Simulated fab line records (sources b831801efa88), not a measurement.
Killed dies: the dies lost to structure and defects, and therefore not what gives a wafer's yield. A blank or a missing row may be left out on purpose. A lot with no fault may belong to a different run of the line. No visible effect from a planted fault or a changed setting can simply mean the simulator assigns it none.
A lot that was struck, set against a sound lot + flow gf180mcu + 15 out of 602 route steps
Sound: these wafers, L370.4, L370.5, L370.6. Struck: wafers L384.2, L384.5 (left out: L384.4, a lot-mate that was not struck); the cause follows at the end.
Order at every step that has rows: each side's tool, ch and its chambers, its first start. Under that, the readings that differ: sound wafers + struck wafers + difference of the means + sigmas: that difference in standard deviations of wafers without a fault.
alike: same words and numbers on both sides, and readings whose means sit less than 2 such deviations apart. not compared: any withheld reading, any reading some wafer has no value for, any bound like >300 that may hide the same value, and any number with overlapping values for which the record gives no deviation.
The two part at a step that has a row with sigmas, a row that says differs or no value, or rows on one side only. Numbers that don't overlap but have no deviation are shown without sigmas and don't part them. Lack of a reading on every wafer of one side parts them only where that side has two or more wafers.

GF_M4_SPUTTER_04: material TiN, target thk 50 nm, time 41.7 s.
  sound: pvdSputter-03 at day 23 21:04; struck: pvdSputter-03 at day 28 09:04
  alike: throttleValvePct
GF_M4_RS_MEAS_05: measurement is done with a four-point probe.
  sound: filmMetro-02 at day 23 21:10; struck: filmMetro-02 at day 28 09:08
  alike: M4_ALCU_RS
GF_M4_THK_MEAS_06: measures by xrf.
  sound: filmMetro-02 at day 23 21:16; struck: filmMetro-02 at day 28 09:14
  alike: M4_ALCU_THK
then, 7 steps without rows for these wafers: GF_M4_DEHYDRATE_07 (time 60 s); GF_M4_HMDS_08 (prime time 60 s); GF_M4_COAT_09 (resist thk 1000 nm); GF_M4_SOFTBAKE_10 (time 60 s); GF_M4_EXPOSE_11 (exposes mask Metal4, target cd 280 nm); GF_M4_PEB_12 (peb time 90 s); GF_M4_DEVELOP_13 (develop time 60 s).
GF_M4_CD_MEAS_14: target cd 280 nm.
  sound: cdSem-01 at day 24 19:37; struck: cdSem-02 at day 29 04:59
  alike: cdNm
GF_M4_OVL_MEAS_15:
  sound: overlay-01 at day 24 19:41; struck: overlay-02 at day 29 05:05
  alike: M4_OVL
GF_M4_METAL_ETCH_16: etches the open film in Cl2/BCl3, stops on SiO2, target depth 627.5 nm, time 104.6 s.
  sound on rieMetal-04 ch 0,1, day 24 19:44; struck on rieMetal-04 ch 1, day 29 05:07
| reading   | sound             | struck      | difference | sigmas |
|-----------|-------------------|-------------|------------|--------|
| biasW (W) | 139.7 140.0 140.1 | 135.5 134.9 | -4.7       | -12    |
  alike: drypumpMotorCurrentA, oesProductAu, rfFwdPowerW, throttleValvePct
  not compared: rfHoursCounterH
GF_M4_STRIP_17: strips in O2/N2.
  sound on plasmaAsher-02 ch 0,1, day 24 19:51; struck on plasmaAsher-03 ch 0,1, day 29 05:14
  alike: drypumpMotorCurrentA, heaterPowerW, oesProductAu, stripTimeToEndpointS
  not compared: rfHoursCounterH
-- the record jumps here: 5 days lie between the struck wafers' starts before and after (it left off in module M4 and takes up again in module PASSIVATION, whose first step shown is number 602 of the route) --
GF_PASSIVATION_PROBE_99:
  rows exist in the record for the struck wafers here (prober-02, day 34 00:38), but not for the sound ones

## WHERE THEY PART
Earliest at GF_M4_METAL_ETCH_16; latest, in this record, at GF_PASSIVATION_PROBE_99.

WHY: what had been put in by the simulator
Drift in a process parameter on rieMetal-04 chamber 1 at GF_M4_METAL_ETCH_16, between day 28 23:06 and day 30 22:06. From 140, the setting biasW moved by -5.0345. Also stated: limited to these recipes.
